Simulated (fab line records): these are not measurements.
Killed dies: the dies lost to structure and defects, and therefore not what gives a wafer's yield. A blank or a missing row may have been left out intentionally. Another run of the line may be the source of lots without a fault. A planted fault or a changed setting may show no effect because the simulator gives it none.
What tool caused it?    flow gf180mcu    Sampling: 11 lots, 33 wafers, 3 of 602 route steps

WHAT THE GAUGES READ, wafer by wafer
GF_MIM_RS_MEAS_10: measurement is done with a four-point probe.
lot   measured      on             MIM_ALCU_RS (ohm/sq)
L728  day 24 08:03  film metro-01  0.1598 0.1586 0.1595
L730  day 25 06:11  film metro-03  0.1597 0.1608 0.1600
L732  day 25 18:19  film metro-02  0.1607 0.1625 0.1597
L735  day 27 00:41  film metro-02  0.1593 0.1595 0.1591
L736  day 27 06:07  film metro-03  0.1552 0.1557 0.1561
L737  day 27 17:34  film metro-02  0.1584 0.1606 0.1585
L739  day 28 03:00  film metro-03  0.1625 0.1633 0.1635
L743  day 29 06:30  film metro-02  0.1601 0.1607 0.1590
L744  day 29 13:04  film metro-01  0.1574 0.1578 0.1580
L745  day 29 21:43  film metro-01  0.1570 0.1563 0.1593
L751  day 31 07:54  film metro-02  0.1616 0.1575 0.1602

EACH LOT AND THE TOOL THAT RAN IT (in order: tool; ch and the chambers of the sampled wafers; start)
lot   GF_MIM_SPUTTER_04             GF_MIM_SPUTTER_09
L728  pvd sputter-03, day 24 07:49  pvd sputter-02, day 24 08:01
L730  pvd sputter-03, day 25 05:56  pvd sputter-04, day 25 06:08
L732  pvd sputter-03, day 25 18:05  pvd sputter-04, day 25 18:17
L735  pvd sputter-03, day 27 00:24  pvd sputter-02, day 27 00:36
L736  pvd sputter-04, day 27 05:53  pvd sputter-03, day 27 06:05
L737  pvd sputter-02, day 27 17:19  pvd sputter-04, day 27 17:31
L739  pvd sputter-02, day 28 02:46  pvd sputter-04, day 28 02:58
L743  pvd sputter-04, day 29 06:15  pvd sputter-04, day 29 06:28
L744  pvd sputter-03, day 29 12:49  pvd sputter-02, day 29 13:02
L745  pvd sputter-02, day 29 21:29  pvd sputter-03, day 29 21:41
L751  pvd sputter-04, day 31 07:40  pvd sputter-03, day 31 07:52
- GF_MIM_SPUTTER_04: material TiN, target thk 50 nm, time 41.7 s.
- GF_MIM_SPUTTER_09: material TiN, target thk 35 nm, time 29.2 s.

WHAT THE TOOLS THEMSELVES READ (means of the sampled wafers that have a number; where no wafer has one, the mark that the record gives instead)
GF_MIM_SPUTTER_04.
lot   tool            throttle valve pct (%)
L728  pvd sputter-03  29.0
L730  pvd sputter-03  30.5
L732  pvd sputter-03  29.6
L735  pvd sputter-03  29.9
L736  pvd sputter-04  31.0
L737  pvd sputter-02  30.1
L739  pvd sputter-02  29.9
L743  pvd sputter-04  29.3
L744  pvd sputter-03  30.2
L745  pvd sputter-02  29.9
L751  pvd sputter-04  30.3

GF_MIM_SPUTTER_09.
lot   tool            throttle valve pct (%)
L728  pvd sputter-02  29.8
L730  pvd sputter-04  30.9
L732  pvd sputter-04  28.5
L735  pvd sputter-02  30.0
L736  pvd sputter-03  29.4
L737  pvd sputter-04  28.3
L739  pvd sputter-04  28.5
L743  pvd sputter-04  29.3
L744  pvd sputter-02  30.1
L745  pvd sputter-03  30.0
L751  pvd sputter-03  29.6

THE ANSWER, worked out from the rows above alone
Rule: usual is defined by the lots themselves. Put in order of their means at a reading, lots are off if they are a third of the lots or fewer, leave a main group of 4 or more, and stand apart from it by a gap of 3 or more times the standard deviation of the main group's means; of several such gaps the widest counts. Not used: any main group whose means are identical at the precision the tables above print for the reading. Also off: a lot with no number at a reading for which 4 or more lots have one. The other lots that the step has rows for count as sound. The gauges are gone through in route order, then the tools' own readings, and for those a lot's mean is taken as printed above. The first step at which some lot is off is used, and at that step the reading that is off furthest; a lot without a number counts as furthest.
Nothing can be told from this: no lot is off at any reading shown.

WHAT THE SIMULATOR PUT IN
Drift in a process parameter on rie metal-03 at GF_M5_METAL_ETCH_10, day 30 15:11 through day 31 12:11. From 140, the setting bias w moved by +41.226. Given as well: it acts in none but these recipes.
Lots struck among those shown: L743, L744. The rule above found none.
